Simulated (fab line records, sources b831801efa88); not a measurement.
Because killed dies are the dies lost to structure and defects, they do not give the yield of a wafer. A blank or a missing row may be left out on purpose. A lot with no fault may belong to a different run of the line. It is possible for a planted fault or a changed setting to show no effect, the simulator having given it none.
fab line records -- flow sfq_line
record lots=6, wafers=18, last_day=84
route steps=325 shown L0@14 L0V@16
lots with no fault: from the same line, run without faults
start_h: hours from the record's opening day to when the first of the lot's shown wafers began -- wait_h: how many hours have passed since the lot's step before this one -- " repeats the value in the row above -- L1.1+2: several wafers, shown together as one row -- - either no value or no given start -- * or withheld: withheld -- < > ~ a bound
route shown NAME@n: a module of which the file shows steps, and the number in the route of the first -- usual: mean/standard deviation taken from wafers without a fault -- same: alike in all rows -- chamber/n: place in a boat -- sites: per-site readings -- _std_site: the values' standard deviation -- _edge_site: the outer-site mean with the inner-site mean subtracted -- radius_mm: how far each site lies from the wafer's centre -- mask NAME#n: copy n -- behind: the last tool/chamber to shape the wafer -- hold: the reason the lot was held/the length of the hold in hours/how it ended -- device: which transistor (n, p or np) failed to switch -- end of line: the route-end tests of the same wafers -- a step with no rows: only its recipe -- killed: count of dies lost to structure and defects at first sort (not the wafer's yield) -- map: dies across one wafer; x = killed, . = not, _ = none there
set.NAME: the run value of the setting; set.NAME@STEP: its run value at that earlier step -- model.NAME: the simulator's own value behind a step, which no gauge read
lots seen at some steps along the route; tables by step, rows by wafer
services: when a tool's chamber went out of use (start_h, in hours from the record's first day, below 0 if earlier), for how many hours, and the reason
## steps
# step SFQ_TRILAYER_L0_STRIP_STRIP_009
# recipe gas=O2, power_w=200, platen_temp_c=40, overash_fraction=0.65, chemistry=O2, pressure_mtorr=50
# usual chamber_pressure_mTorr=50.00/0.046, drypump_motor_current_A=5.4/0.38, oes_product_au=1.004/0.0068
lot.wafer,tool,chamber,start_h,wait_h,chamber_pressure_mTorr,drypump_motor_current_A,oes_product_au,rf_hours_counter_h
L504.1,rie_metal-04,1,82.52,0.1,49.91,5.6,0.998,170
L504.2,rie_metal-04,1,82.52,0.1,50.01,5.7,1.016,-
L504.3,rie_metal-04,1,82.52,0.1,50.05,5.6,1.013,-
L505.1,rie_metal-02,0,83.90,0.0,49.98,4.7,1.013,169
L505.3,rie_metal-02,1,83.90,0.0,49.99,5.4,1.006,-
L505.6,rie_metal-02,1,83.90,0.0,50.03,5.4,1.004,-
L513.3,rie_metal-03,1,126.92,0.2,49.96,5.3,1.016,-
L513.4,rie_metal-03,0,126.92,0.2,50.07,5.5,1.015,-
L513.5,rie_metal-03,0,126.92,0.2,50.07,5.5,1.005,-
L514.3,rie_metal-03,1,134.12,0.2,50.01,5.3,0.998,-
L514.5,rie_metal-03,1,134.12,0.2,50.01,5.3,1.016,-
L514.6,rie_metal-03,0,134.12,0.2,49.97,5.5,1.016,-
L515.1,rie_metal-04,0,139.92,0.0,49.94,6.1,1.014,8
L515.2,rie_metal-04,1,139.92,0.0,50.01,5.6,0.997,183
L515.5,rie_metal-04,0,139.92,0.0,49.92,6.1,1.009,-
L521.1,rie_metal-04,0,173.90,0.0,50.07,6.2,1.002,15
L521.3,rie_metal-04,1,173.90,0.0,50.03,5.7,1.003,-
L521.6,rie_metal-04,0,173.90,0.0,49.98,6.2,0.997,-
# step SFQ_TRILAYER_L0_STRIP_SOLV_CLEAN_010
# recipe chemistry=NMP, temp_c=70, time_s=600
# step SFQ_TRILAYER_L0_CAP_PECVD_011
# recipe material=SiO2, temp_c=150, time_s=13.333, pressure_torr=2.4, rf_w=183.3, precursor=SiH4/N2O, target_thk_nm=60
# usual heater_power_outer_w=30/11, heater_power_w=88/20, throttle_valve_pct=25.7/1.5
lot.wafer,tool,chamber,start_h,wait_h,heater_power_outer_w,heater_power_w,since_wet_clean_h,throttle_valve_pct
L504.1,pecvd-01,0,83.89,0.0,13,62,1368,25.6
L504.2,pecvd-01,2,83.89,0.0,33,86,1368,24.2
L504.3,pecvd-01,0,83.89,0.0,13,60,-,25.5
L505.1,pecvd-04,1,84.67,0.0,35,108,999,29.2
L505.3,pecvd-04,2,84.67,0.0,31,83,999,24.9
L505.6,pecvd-04,0,84.67,0.0,25,78,-,26.5
L513.3,pecvd-03,2,127.50,0.0,28,82,672,27.5
L513.4,pecvd-03,0,127.50,0.0,44,123,-,25.2
L513.5,pecvd-03,1,127.50,0.0,19,69,-,25.3
L514.3,pecvd-03,2,134.87,0.0,24,74,680,27.8
L514.5,pecvd-03,0,134.87,0.0,43,124,-,25.0
L514.6,pecvd-03,2,134.87,0.0,24,77,-,27.6
L515.1,pecvd-04,0,140.70,0.0,26,79,1055,26.5
L515.2,pecvd-04,2,140.70,0.0,29,79,1055,25.2
L515.5,pecvd-04,0,140.70,0.0,26,79,-,26.7
L521.1,pecvd-03,2,174.67,0.0,21,72,719,27.9
L521.3,pecvd-03,1,174.67,0.0,22,71,719,25.3
L521.6,pecvd-03,1,174.67,0.0,22,72,-,25.4
# step SFQ_TRILAYER_L0_VIA_LITHO_COAT_018
# recipe resist=BARC, spin_rpm=3000, resist_thk_nm=62
# step SFQ_TRILAYER_L0_VIA_LITHO_COAT_013
# recipe resist=KrF, spin_rpm=3000, resist_thk_nm=650
# step SFQ_TRILAYER_L0_VIA_LITHO_SOFTBAKE_017
# recipe temp_c=withheld, time_s=withheld, resist=KrF
# step SFQ_TRILAYER_L0_VIA_LITHO_EXPOSE_014
# recipe mask_id=L0V, na=0.6, source_shape=conventional, sigma_outer=0.65, target_cd_nm=700, dose_mj=21.3
# step SFQ_TRILAYER_L0_VIA_LITHO_PEB_016
# recipe peb_temp_c=115, peb_time_s=60, resist=KrF
# step SFQ_TRILAYER_L0_VIA_LITHO_DEVELOP_015
# recipe time_s=60, resist=KrF
# step SFQ_L0V_OVL_MEAS_903
# usual L0V_OVL=-2/4.8
lot.wafer,tool,chamber,start_h,wait_h,L0V_OVL[nm]
L504.1,overlay-01,-,128.01,0.1,2
L504.2,overlay-01,-,128.01,0.1,3
L504.3,overlay-01,-,128.01,0.1,6
L505.1,overlay-02,-,130.51,0.1,1
L505.3,overlay-02,-,130.51,0.1,0
L505.6,overlay-02,-,130.51,0.1,0
L513.3,overlay-01,-,175.93,0.1,-1
L513.4,overlay-01,-,175.93,0.1,-3
L513.5,overlay-01,-,175.93,0.1,1
L514.3,overlay-01,-,185.55,0.1,3
L514.5,overlay-01,-,185.55,0.1,-1
L514.6,overlay-01,-,185.55,0.1,5
L515.1,overlay-01,-,192.76,0.1,-5
L515.2,overlay-01,-,192.76,0.1,-7
L515.5,overlay-01,-,192.76,0.1,-3
L521.1,overlay-01,-,229.94,0.1,8
L521.3,overlay-01,-,229.94,0.1,2
L521.6,overlay-01,-,229.94,0.1,-5
# step SFQ_TRILAYER_L0_VIA_BARC_OPEN_VIA_ETCH_021
# recipe mask_material=PR, chemistry=O2, target_depth_nm=125, target=BARC, source_w=500, bias_w=83.06, pressure_mtorr=30, time_s=41.7
# usual drypump_motor_current_A=5.57/0.23, oes_product_au=0.686/0.0044
lot.wafer,tool,chamber,start_h,wait_h,drypump_motor_current_A,oes_product_au,rf_hours_counter_h
L504.1,rie_diel-04,1,128.05,0.0,5.37,0.695,33
L504.2,rie_diel-04,3,128.05,0.0,5.82,0.685,57
L504.3,rie_diel-04,2,128.05,0.0,5.79,0.687,124
L505.1,rie_diel-03,0,130.55,0.0,5.44,0.683,56
L505.3,rie_diel-03,2,130.55,0.0,5.77,0.686,49
L505.6,rie_diel-03,0,130.55,0.0,5.44,0.688,-
L513.3,rie_diel-04,0,175.95,0.0,5.67,0.684,43
L513.4,rie_diel-04,3,175.95,0.0,5.78,0.682,58
L513.5,rie_diel-04,1,175.95,0.0,5.37,0.682,-
L514.3,rie_diel-02,3,185.57,0.0,5.44,0.696,140
L514.5,rie_diel-02,3,185.57,0.0,5.41,0.697,-
L514.6,rie_diel-02,2,185.57,0.0,4.97,0.686,-
L515.1,rie_diel-02,1,192.80,0.0,5.73,0.686,123
L515.2,rie_diel-02,3,192.80,0.0,5.45,0.689,140
L515.5,rie_diel-02,2,192.80,0.0,4.96,0.679,-
L521.1,rie_diel-03,1,229.97,0.0,5.61,0.686,62
L521.3,rie_diel-03,0,229.97,0.0,5.45,0.684,57
L521.6,rie_diel-03,3,229.97,0.0,5.77,0.688,-
# step SFQ_TRILAYER_L0_VIA_ETCH_VIA_ETCH_016
# recipe target=SiO2, stop_on=MoNx_KI, mask_material=PR, chemistry=CHF3, target_depth_nm=80, source_w=500, bias_w=80, pressure_mtorr=30, time_s=withheld
# usual drypump_motor_current_A=5.57/0.24, oes_product_au=0.843/0.0077
lot.wafer,tool,chamber,start_h,wait_h,drypump_motor_current_A,oes_product_au
L504.1,rie_diel-04,1,128.09,0.0,5.32,0.836
L504.2,rie_diel-04,3,128.09,0.0,5.79,0.850
L504.3,rie_diel-04,2,128.09,0.0,5.79,0.835
L505.1,rie_diel-03,0,130.59,0.0,5.45,0.841
L505.3,rie_diel-03,2,130.59,0.0,5.78,0.839
L505.6,rie_diel-03,0,130.59,0.0,5.45,0.840
L513.3,rie_diel-04,0,175.99,0.0,5.68,0.837
L513.4,rie_diel-04,3,175.99,0.0,5.82,0.844
L513.5,rie_diel-04,1,175.99,0.0,5.37,0.841
L514.3,rie_diel-02,3,185.61,0.0,5.39,0.840
L514.5,rie_diel-02,3,185.61,0.0,5.39,0.837
L514.6,rie_diel-02,2,185.61,0.0,4.95,0.840
L515.1,rie_diel-02,1,192.84,0.0,5.71,0.832
L515.2,rie_diel-02,3,192.84,0.0,5.33,0.825
L515.5,rie_diel-02,2,192.84,0.0,4.95,0.844
L521.1,rie_diel-03,1,230.01,0.0,5.62,0.836
L521.3,rie_diel-03,0,230.01,0.0,5.43,0.840
L521.6,rie_diel-03,3,230.01,0.0,5.79,0.842
# step SFQ_TRILAYER_L0_VIA_STRIP_STRIP_017
# recipe gas=O2, power_w=200, platen_temp_c=40, overash_fraction=0.65, chemistry=O2, pressure_mtorr=50
# usual chamber_pressure_mTorr=50.00/0.047, drypump_motor_current_A=5.67/0.29, oes_product_au=1.002/0.0079
lot.wafer,tool,chamber,start_h,wait_h,chamber_pressure_mTorr,drypump_motor_current_A,oes_product_au,rf_hours_counter_h
L504.1,rie_metal-03,0,128.14,-,49.98,5.51,1.010,119
L504.2,rie_metal-03,1,128.14,-,50.01,5.31,1.017,45
L504.3,rie_metal-03,0,128.14,-,49.96,5.49,1.006,-
L505.1,rie_metal-04,0,130.64,-,50.04,6.14,1.004,6
L505.3,rie_metal-04,1,130.64,-,50.02,5.64,1.003,-
L505.6,rie_metal-04,1,130.64,-,50.04,5.61,0.995,-
L513.3,rie_metal-04,1,176.30,-,60.01,5.63,1.007,-
L513.4,rie_metal-04,0,176.30,-,59.92,6.13,1.012,-
L513.5,rie_metal-04,1,176.30,-,59.95,5.63,1.012,-
L514.3,rie_metal-03,0,185.86,-,49.99,5.49,1.003,-
L514.5,rie_metal-03,0,185.86,-,49.96,5.51,0.997,-
L514.6,rie_metal-03,1,185.86,-,50.03,5.29,0.998,-
L515.1,rie_metal-04,1,192.88,-,60.00,5.71,1.006,193
L515.2,rie_metal-04,0,192.88,-,59.98,6.13,1.006,18
L515.5,rie_metal-04,1,192.88,-,59.93,5.68,1.006,-
L521.1,rie_metal-01,0,230.06,-,50.04,5.90,1.010,181
L521.3,rie_metal-01,0,230.06,-,49.97,5.90,1.000,-
L521.6,rie_metal-01,0,230.06,-,49.98,5.92,1.006,-
# step SFQ_TRILAYER_L0_VIA_STRIP_SOLV_CLEAN_018
# recipe chemistry=NMP, temp_c=70, time_s=600
## services
tool,chamber,start_h,hours,kind
rie_metal-03,0,70.39,1.2,repair
pecvd-01,1,77.50,10.6,repair
pecvd-03,-,100.62,1.2,repair
rie_metal-04,-,101.61,0.8,repair
rie_metal-01,-,104.09,5.0,repair
rie_diel-04,2,107.62,7.5,repair
rie_metal-01,1,110.05,3.4,repair
rie_metal-04,-,113.24,1.4,pm
rie_diel-03,3,126.46,8.3,repair
rie_diel-02,1,127.07,1.2,repair
rie_diel-03,0,133.02,3.4,repair
rie_metal-02,1,161.31,9.9,repair
pecvd-01,-,162.32,1.0,repair
pecvd-04,-,165.04,0.7,repair
rie_metal-01,-,165.25,2.8,pm
rie_metal-03,0,176.64,8.9,repair
rie_diel-03,1,187.38,18.0,repair
pecvd-03,2,187.87,4.9,repair
rie_metal-01,1,193.21,11.8,repair
rie_metal-03,-,199.59,1.2,repair
rie_diel-03,0,204.67,5.7,repair
pecvd-04,2,221.65,8.0,repair
rie_metal-03,-,227.05,0.3,repair
pecvd-03,1,227.89,21.3,repair
## key
first_sign step=SFQ_TRILAYER_L0_VIA_STRIP_STRIP_017, reading=chamber_pressure_mTorr, direction=up, sigmas=99+, usual=50.00, struck=59.97
effect none on later readings
met_at SFQ_TRILAYER_L0_VIA_STRIP_STRIP_017
struck_wafers L513.3,L513.4,L513.5,L515.1,L515.2,L515.5
onset_between 130.64 176.30
fault kind=process_parameter_drift, tool=rie_metal-04, chamber=-, onset_h=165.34, steps=SFQ_TRILAYER_L0_VIA_STRIP_STRIP_017, channel=pressure_mtorr, offset=10, shape=step, end_h=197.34, acts_in=these_recipes_only, stated=50
